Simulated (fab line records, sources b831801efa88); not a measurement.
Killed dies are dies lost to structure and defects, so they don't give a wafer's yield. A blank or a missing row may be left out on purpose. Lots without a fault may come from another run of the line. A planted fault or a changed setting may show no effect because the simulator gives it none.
A struck lot beside a sound one | flow gf180mcu | 16 steps out of a route of 602
Sound: wafers L519.3, L519.5, L519.6. Struck: wafers L524.2, L524.4, L524.6. The cause comes at the end.
At each step with rows: each side's tool, then ch and its chambers, then its first start. Under that, the readings that differ: sound wafers | struck wafers | difference of the means | sigmas: that difference in standard deviations of wafers without a fault.
alike: readings whose means differ by less than 2 such deviations, and words and numbers that are the same on both sides. not compared: withheld readings, readings that some wafer has no value for, bounds like >300 that may hide the same value, and numbers for which the record gives no deviation and whose values overlap.
The two part at a step that has a row with sigmas, a row that says differs or no value, or rows on one side only. Numbers that don't overlap but have no deviation are shown without sigmas and don't part them. A reading that every wafer of one side lacks parts them only if that side has two wafers or more.

GF_M3_SPUTTER_00: material Ti, target thk 37.5 nm, time 150 s.
  sound on pvd_sputter-03, day 23 06:14; struck on pvd_sputter-04, day 24 17:41
  alike: throttle_valve_pct
GF_M3_SPUTTER_01: material TiN, target thk 30 nm, time 25 s.
  sound on pvd_sputter-03, day 23 06:20; struck on pvd_sputter-04, day 24 17:47
  alike: throttle_valve_pct
GF_M3_SPUTTER_02: material AlCu, target thk 450 nm, time 23.9 s.
  sound on pvd_sputter-03, day 23 06:22; struck on pvd_sputter-04, day 24 17:49
  alike: throttle_valve_pct
GF_M3_SPUTTER_03: material Ti, target thk 10 nm, time 6.7 s.
  sound on pvd_sputter-03, day 23 06:23; struck on pvd_sputter-04, day 24 17:51
  alike: throttle_valve_pct
GF_M3_SPUTTER_04: material TiN, target thk 50 nm, time 41.7 s.
  sound on pvd_sputter-03, day 23 06:25; struck on pvd_sputter-04, day 24 17:52
  alike: throttle_valve_pct
GF_M3_RS_MEAS_05: measures by four-point-probe.
  sound on film_metro-04, day 23 06:29; struck on film_metro-03, day 24 17:56
  alike: M3_ALCU_RS
GF_M3_THK_MEAS_06: measures by xrf.
  sound on film_metro-04, day 23 06:35; struck on film_metro-03, day 24 18:02
  alike: M3_ALCU_THK
then, 5 steps without rows for these wafers: GF_M3_DEHYDRATE_07 (time 60 s); GF_M3_HMDS_08 (prime time 60 s); GF_M3_COAT_09 (resist thk 1000 nm); GF_M3_SOFTBAKE_10 (time 60 s); GF_M3_EXPOSE_11 (exposes mask Metal3, target cd 280 nm).
GF_M3_PEB_12: peb time 90 s.
  sound on litho_track-03 ch 0, day 24 05:16; struck on litho_track-01 ch 0, day 25 15:09
  reading                  | sound                | struck               | difference | sigmas
  heater_power_total_W (W) | 85.81 85.52 85.79    | 86.76 86.74 86.54    | +0.97      | +10
  plate_temp_C (C)         | 135.15 134.98 135.00 | 136.02 136.13 136.15 | +1.06      | +8
then, 1 step without rows for these wafers: GF_M3_DEVELOP_13 (develop time 60 s).
GF_M3_CD_MEAS_14: target cd 280 nm.
  sound on cd_sem-01, day 24 05:35; struck on cd_sem-01, day 25 15:29
  reading    | sound             | struck            | difference | sigmas
  cd_nm (nm) | 280.3 280.4 280.6 | 277.2 277.4 277.5 | -3.1       | -3
GF_M3_OVL_MEAS_15:
  sound on overlay-02, day 24 05:41; struck on overlay-02, day 25 15:35
  alike: M3_OVL

WHERE THEY PART
First at GF_M3_PEB_12; last, within this record, at GF_M3_CD_MEAS_14. Later steps at which nothing parts them and some readings are alike: GF_M3_OVL_MEAS_15.

WHY: what the simulator had put in
Process parameter drift: litho_track-01, from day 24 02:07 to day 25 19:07, at GF_M3_PEB_12. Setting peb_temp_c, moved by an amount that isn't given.
